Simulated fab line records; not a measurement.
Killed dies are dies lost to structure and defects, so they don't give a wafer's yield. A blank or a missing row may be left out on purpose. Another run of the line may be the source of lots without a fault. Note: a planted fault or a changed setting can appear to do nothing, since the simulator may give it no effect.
Matching of chambers ; flow sky130 ; cmp-01 running SKY_VIA2_CMP_02: 4 sister chambers
The step polishes SiO2. 30 wafers are shown with their chamber, then 12 later ones without.

== EACH WAFER AND ITS CHAMBER ==
wafer;chamber;motor-current-A (A);slurry-flow-ml-min;slurry-filter-dp-kPa (kPa)
L074.1;3;11.8;149.9;13.54
L074.3;0;12.1;150.8;13.36
L074.5;0;12.2;150.6;13.13
L075.2;2;11.5;149.8;13.37
L075.4;0;12.3;149.2;13.26
L075.6;0;12.4;149.9;13.38
L076.1;2;11.8;150.1;13.36
L076.4;3;11.8;150.8;13.68
L076.6;0;11.4;149.5;13.49
L078.4;3;11.8;149.9;13.35
L078.5;0;12.4;149.8;13.44
L078.6;1;10.8;148.7;13.30
L077.1;3;12.2;150.8;13.63
L077.2;2;12.4;150.1;13.64
L077.5;1;10.5;150.6;13.61
L083.1;2;12.1;149.7;13.67
L083.2;1;10.9;149.7;13.27
L083.5;1;10.8;149.6;13.29
L084.2;1;10.1;149.7;13.65
L084.5;1;10.7;149.8;13.52
L084.6;0;11.8;149.9;13.27
L085.2;0;12.1;149.7;13.46
L085.3;3;11.7;151.5;13.48
L085.4;1;10.3;150.2;13.56
L091.2;0;12.5;150.7;13.56
L091.3;2;11.8;150.3;13.53
L091.6;1;11.2;149.3;13.68
L093.1;2;11.6;148.3;13.41
L093.3;3;12.3;149.8;13.58
L093.4;0;11.9;149.4;13.63

SIGNATURES (means of the wafers above)
reading;chamber 0;chamber 1;chamber 2;chamber 3;scatter within a chamber
motor-current-A;12.110;10.662;11.867;11.933;0.324
slurry-flow-ml-min;149.950;149.700;149.717;150.450;0.624
slurry-filter-dp-kPa;13.3980;13.4850;13.4967;13.5433;0.148
Rule: for a wafer and a chamber, the distance is found by dividing, reading by reading, the gap between the wafer's reading and the chamber's mean by the reading's scatter, squaring, summing and taking the root. The wafer belongs to the nearest chamber; if the next one is less than 2 further off, it can't be placed. The scatter: the root of (the sum of the squares of (reading less its chamber's mean) over the shown wafers, divided by (wafers less chambers)).

== WAFERS WHOSE CHAMBER IS MISSING ==
wafer;motor-current-A (A);slurry-flow-ml-min;slurry-filter-dp-kPa (kPa)
L092.1;12.0;149.3;13.57
L092.4;11.5;150.9;13.35
L092.5;12.3;150.8;13.31
L094.2;12.9;149.8;13.59
L094.3;12.7;150.0;13.63
L094.6;10.8;150.0;13.56
L096.2;11.5;150.1;13.62
L096.3;10.7;150.1;13.71
L096.5;12.6;150.4;13.61
L097.1;12.1;150.5;13.73
L097.2;11.9;150.1;13.37
L097.3;12.4;149.3;13.47

== WHICH CHAMBER EACH ONE RAN IN ==
wafer;from the rows above;in truth
L092.1;can't be placed: 2 or 0 or 3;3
L092.4;can't be placed: 3 or 2 or 0 or 1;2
L092.5;can't be placed: 0 or 3 or 2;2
L094.2;can't be placed: 0 or 3 or 2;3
L094.3;can't be placed: 0 or 3 or 2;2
L094.6;1;1
L096.2;can't be placed: 2 or 3 or 0 or 1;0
L096.3;1;1
L096.5;can't be placed: 3 or 0 or 2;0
L097.1;can't be placed: 3 or 2 or 0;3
L097.2;can't be placed: 0 or 2 or 3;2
L097.3;can't be placed: 0 or 2 or 3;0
Correctly placed: 2 of 12. Not placeable from these rows: 10 (in 10, the candidates include the true chamber). Wrongly placed: 0.
